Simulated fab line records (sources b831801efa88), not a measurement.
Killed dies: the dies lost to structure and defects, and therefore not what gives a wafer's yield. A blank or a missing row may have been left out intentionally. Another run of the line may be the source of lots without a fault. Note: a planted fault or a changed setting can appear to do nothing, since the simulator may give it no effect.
A lot that was struck, set against a sound lot :: flow sky130 :: 32 out of 708 route steps
Sound: the wafers L621.1, L621.2, L621.4. Struck: wafers L631.2, L631.4, L631.6. The cause is named last.
Order at every step that has rows: each side's tool, ch and its chambers, its first start. Under that, the readings that differ: sound wafers :: struck wafers :: difference of the means :: sigmas: that difference in standard deviations of wafers without a fault.
alike: a reading whose means differ by less than 2 such deviations, as well as words and numbers matching on both sides. not compared: withheld readings; readings where some wafer has no value; bounds like >300 that might hide an equal value; numbers whose values overlap and for which the record gives no deviation.
A row with sigmas, a row that says differs or no value, or rows on one side alone: a step with any of these is where the two part. Numbers that have no deviation but don't overlap get no sigmas and don't part them. A reading missing from all wafers of one side parts the sides only when that side holds two or more wafers.

SKY_PWDE_OVL_MEAS_07:
  struck on overlay-02, day 6 07:56; sound on overlay-01, day 3 23:20
  alike: PWDE_OVL
after that, 1 step had no rows for these wafers: SKY_PWDE_IMPLANT_08.
SKY_PWDE_STRIP_09: strips in O2/N2.
  sound on plasma asher-02 ch 0,1, day 3 23:32; struck on plasma asher-04 ch 0,1, day 6 08:07
  alike: drypump motor current A, o2 flow sccm, oes product au, strip time to endpoint s
  not compared: rf hours counter h
SKY_PWDE_TW_MEAS_10:
  struck on film metro-03, day 6 08:14; sound on film metro-02, day 3 23:38
  alike: PWDE_TW
then, 7 steps without rows for these wafers: SKY_NWELL_DEHYDRATE_03 (time 60 s); SKY_NWELL_HMDS_04 (prime time 60 s); SKY_NWELL_COAT_05 (resist thk 3000 nm); SKY_NWELL_SOFTBAKE_06; SKY_NWELL_EXPOSE_07 (exposes mask NWM, target cd 840 nm); SKY_NWELL_PEB_08; SKY_NWELL_DEVELOP_09 (develop time 60 s).
SKY_NWELL_OVL_MEAS_10:
  struck on overlay-02, day 7 03:32; sound on overlay-01, day 4 16:32
  alike: NWELL_00_OVL
SKY_NWELL_IMPLANT_11:
  sound on implanter-01 ch 0, day 4 16:35; struck on implanter-02 ch 0, day 7 03:42
  alike: faraday current uA
then, 2 steps without rows for these wafers: SKY_NWELL_IMPLANT_12; SKY_NWELL_IMPLANT_13.
SKY_NWELL_STRIP_14: strips in O2/N2.
  sound on plasma asher-01 ch 0,1, day 4 17:02; struck on plasma asher-03 ch 0,1, day 7 04:07
  alike: drypump motor current A, o2 flow sccm, oes product au, strip time to endpoint s
  not compared: rf hours counter h
SKY_NWELL_TW_MEAS_15:
  struck on film metro-03, day 7 04:14; sound on film metro-02, day 4 17:08
reading: NWELL_TW
sound: 1789 1796 1800
struck: 1759 1756 1752
difference: -39
sigmas: -2
then, 7 steps without rows for these wafers: SKY_NWELL_DEHYDRATE_16 (time 60 s); SKY_NWELL_HMDS_17 (prime time 60 s); SKY_NWELL_COAT_18 (resist thk 3000 nm); SKY_NWELL_SOFTBAKE_19; SKY_NWELL_EXPOSE_20 (exposes mask NWM COMPLEMENT, target cd 840 nm); SKY_NWELL_PEB_21; SKY_NWELL_DEVELOP_22 (develop time 60 s).
SKY_NWELL_OVL_MEAS_23:
  struck on overlay-02, day 7 23:54; sound on overlay-01, day 5 10:25
  alike: NWELL_01_OVL
after that, 1 step had no rows for these wafers: SKY_NWELL_IMPLANT_24.
SKY_NWELL_STRIP_25: strips in O2/N2.
  sound on plasma asher-03 ch 0,1, day 5 10:37; struck on plasma asher-04 ch 0, day 8 00:05
reading: drypump motor current A (A)
sound: 6.5 6.1 6.5
struck: 5.0 5.0 5.0
difference: -1.4
sigmas: -3
  alike: o2 flow sccm, oes product au, strip time to endpoint s
  not compared: rf hours counter h
SKY_NWELL_TW_MEAS_26:
  struck on film metro-03, day 8 00:11; sound on film metro-03, day 5 10:43
  alike: NWELL_2_TW
then, 1 step without rows for these wafers: SKY_NWELL_CLEAN_27 (cleans in SC1/SC2, time 150 s).
SKY_NWELL_RTA_28: time 30 s.
  sound on rtp anneal-01 ch 0, day 5 10:49; struck on rtp anneal-02 ch 0, day 8 00:19
  alike: lamp power pct, wafer_temp_C_max
SKY_NWELL_RS_MEAS_29: measurement is done with a four-point probe.
  struck on film metro-02, day 8 00:46; sound on film metro-03, day 5 10:55
reading: NWELL_RS (ohm/sq)
sound: 625.2 625.4 625.4
struck: 655.0 655.2 655.4
difference: +29.9
sigmas: +18
  not compared: hold
-- the record jumps here: 40 days lie between the struck wafers' starts before and after (it left off in module NWELL and takes up again in module PAD_OPEN, whose first step shown is number 708 of the route) --
SKY_PAD_OPEN_PROBE_99:
  struck on prober-01, day 48 09:21; sound on prober-01, day 45 18:53
reading: model.etest.nfet_16v.r on ohm um
sound: 1.378e+04 1.364e+04 1.388e+04
struck: 1.455e+04 1.458e+04 1.462e+04
difference: +8.167e+02
sigmas: 

reading: model.etest.res nwell.line ohm um
sound: 1073 1044 1095
struck: 1154 1123 1142
difference: +69
sigmas: 

reading: model.etest.res nwell.rs ohm sq
sound: 903.6 893.5 914.4
struck: 953.5 937.7 955
difference: +44.9
sigmas: 

reading: model.etest.res nwell.rs ohm sq range
sound: 9.883 20.55 14.9
struck: 86.02 87.16 84.02
difference: +70.62
sigmas: 

reading: model.etest.res nwell.rs ohm sq rim less centre
sound: 5.942 10.41 9.606
struck: -31.69 -18.93 -34.08
difference: -36.89
sigmas: 

reading: model.etest.res nwell.width nm (nm)
sound: 840.9 840 838.8
struck: 831.9 834.6 835.6
difference: -5.9
sigmas: 

reading: model.etest.field p.vt v (V)
sound: -38.53 -37.72 -39.62
struck: -34.7 -33.43 -34.91
difference: +4.3
sigmas: 

reading: model.etest.pfet g5v0d10v5.off log10 a um
sound: -12.21 -12.23 -12.53
struck: -12.1 -12.09 -11.88
difference: +0.3
sigmas: 
  alike: killed_at_M0_to_M3, killed_at_M4_up, killed at contacts, killed at front end, killed at other, killed dies, killed on rim, killed open, killed short

== WHERE THEY PART ==
Earliest at SKY_NWELL_TW_MEAS_15; latest, in this record, at SKY_NWELL_RS_MEAS_29. Later steps at which nothing parts them and some readings are alike: SKY_PAD_OPEN_PROBE_99.

WHY: the cause the simulator had injected
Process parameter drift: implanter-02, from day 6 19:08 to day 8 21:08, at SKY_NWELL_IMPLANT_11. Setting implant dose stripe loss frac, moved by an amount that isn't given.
